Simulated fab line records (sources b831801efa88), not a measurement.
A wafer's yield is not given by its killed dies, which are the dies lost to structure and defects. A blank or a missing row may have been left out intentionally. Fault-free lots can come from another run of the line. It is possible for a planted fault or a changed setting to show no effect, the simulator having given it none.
Check of tool commonality | flow gf180mcu | Sampled: 14 lots, 51 wafers

## THE REASON FOR OPENING IT
GF_VT_IMPLANT_TW_MEAS_21, reading VT_IMPLANT_2_TW: flagged on 3 of 14 lots. Wafers without a fault read 1218, standard deviation 14.
Rule: flag the lot when none of its wafers has a number, or when each of its wafers that has one lies beyond 4 standard deviations from that mean. The other lots count as sound.

lot  | measured     | on            | VT_IMPLANT_2_TW, wafer by wafer | flag
L401 | day 6 09:44  | film-metro-01 | 1213 1211 1207                  |
L402 | day 6 12:00  | film-metro-01 | 1205 1209 1208                  |
L404 | day 7 01:17  | film-metro-02 | 1235 1240 1240                  |
L405 | day 7 06:27  | film-metro-01 | 30 30 30 30 30 30               | FLAGGED
L408 | day 8 02:28  | film-metro-03 | 30 30 30 30 30 30               | FLAGGED
L409 | day 8 08:22  | film-metro-03 | 1204 1207 1203                  |
L411 | day 8 20:43  | film-metro-01 | 30 30 30 30 30 30               | FLAGGED
L413 | day 9 11:03  | film-metro-02 | 1236 1240 1236                  |
L418 | day 10 17:08 | film-metro-01 | 1220 1219 1222                  |
L419 | day 11 00:11 | film-metro-01 | 1219 1212 1216                  |
L420 | day 11 08:51 | film-metro-01 | 1215 1207 1215                  |
L421 | day 11 10:43 | film-metro-02 | 1240 1245 1249                  |
L422 | day 11 20:47 | film-metro-02 | 1244 1244 1252                  |
L424 | day 12 06:39 | film-metro-03 | 1214 1204 1207                  |
The mean of the flagged lots' numbers is 30, -1188 from the usual (-85 standard deviations).

## WHICH TOOL EACH LOT WENT THROUGH
The record holds 1 process step before the reading, out of a route of 602 steps. Each cell gives the tool, then ch followed by the chambers the sampled wafers passed through, then the start.
lot  | flag    | GF_VT_IMPLANT_DEVELOP_17
L401 |         | litho-track-02 ch 0, day 6 09:18
L402 |         | litho-track-01 ch 0, day 6 11:34
L404 |         | litho-track-02 ch 0, day 7 00:51
L405 | FLAGGED | litho-track-01 ch 0, day 7 06:01
L408 | FLAGGED | litho-track-01 ch 0, day 8 02:04
L409 |         | litho-track-04 ch 0, day 8 07:56
L411 | FLAGGED | litho-track-01 ch 0, day 8 20:17
L413 |         | litho-track-02 ch 0, day 9 10:38
L418 |         | litho-track-02 ch 0, day 10 16:42
L419 |         | litho-track-02 ch 0, day 10 23:45
L420 |         | litho-track-02 ch 0, day 11 08:26
L421 |         | litho-track-01 ch 0, day 11 10:16
L422 |         | litho-track-02 ch 0, day 11 20:21
L424 |         | litho-track-01 ch 0, day 12 06:13
What these steps do:
- GF_VT_IMPLANT_DEVELOP_17: develop time 60 s.
- GF_VT_IMPLANT_TW_MEAS_21

## FLAGGED AGAINST TOTAL, ONE TOOL AT A TIME (gauges that did the reading follow at the end)
step                     | tool           | lots run | flagged | share of the flagged lots | sound lots run after its first flagged lot
GF_VT_IMPLANT_DEVELOP_17 | litho-track-01 | 6        | 3       | all                       | 2 (L421,L424)
GF_VT_IMPLANT_DEVELOP_17 | litho-track-02 | 7        | 0       | none                      | -
GF_VT_IMPLANT_DEVELOP_17 | litho-track-04 | 1        | 0       | none                      | -
GF_VT_IMPLANT_TW_MEAS_21 | film-metro-01  | 7        | 2       | some                      | 3 (L418,L419,L420)
GF_VT_IMPLANT_TW_MEAS_21 | film-metro-02  | 4        | 0       | none                      | -
GF_VT_IMPLANT_TW_MEAS_21 | film-metro-03  | 3        | 1       | some                      | 2 (L409,L424)

## THE TABLE: WHAT IT ALLOWS
Rows of the table that ran each flagged lot: 1, that is litho-track-01 at GF_VT_IMPLANT_DEVELOP_17.
- litho-track-01 at GF_VT_IMPLANT_DEVELOP_17: 3 of its 6 lots flagged. After the first flagged lot (L421, L424), sound lots still ran on it; a lasting fault on the whole tool would not permit that.
Not one row of the table ran every flagged lot while running no sound lot after the first.

## WHAT HAD BEEN PUT IN BY THE SIMULATOR
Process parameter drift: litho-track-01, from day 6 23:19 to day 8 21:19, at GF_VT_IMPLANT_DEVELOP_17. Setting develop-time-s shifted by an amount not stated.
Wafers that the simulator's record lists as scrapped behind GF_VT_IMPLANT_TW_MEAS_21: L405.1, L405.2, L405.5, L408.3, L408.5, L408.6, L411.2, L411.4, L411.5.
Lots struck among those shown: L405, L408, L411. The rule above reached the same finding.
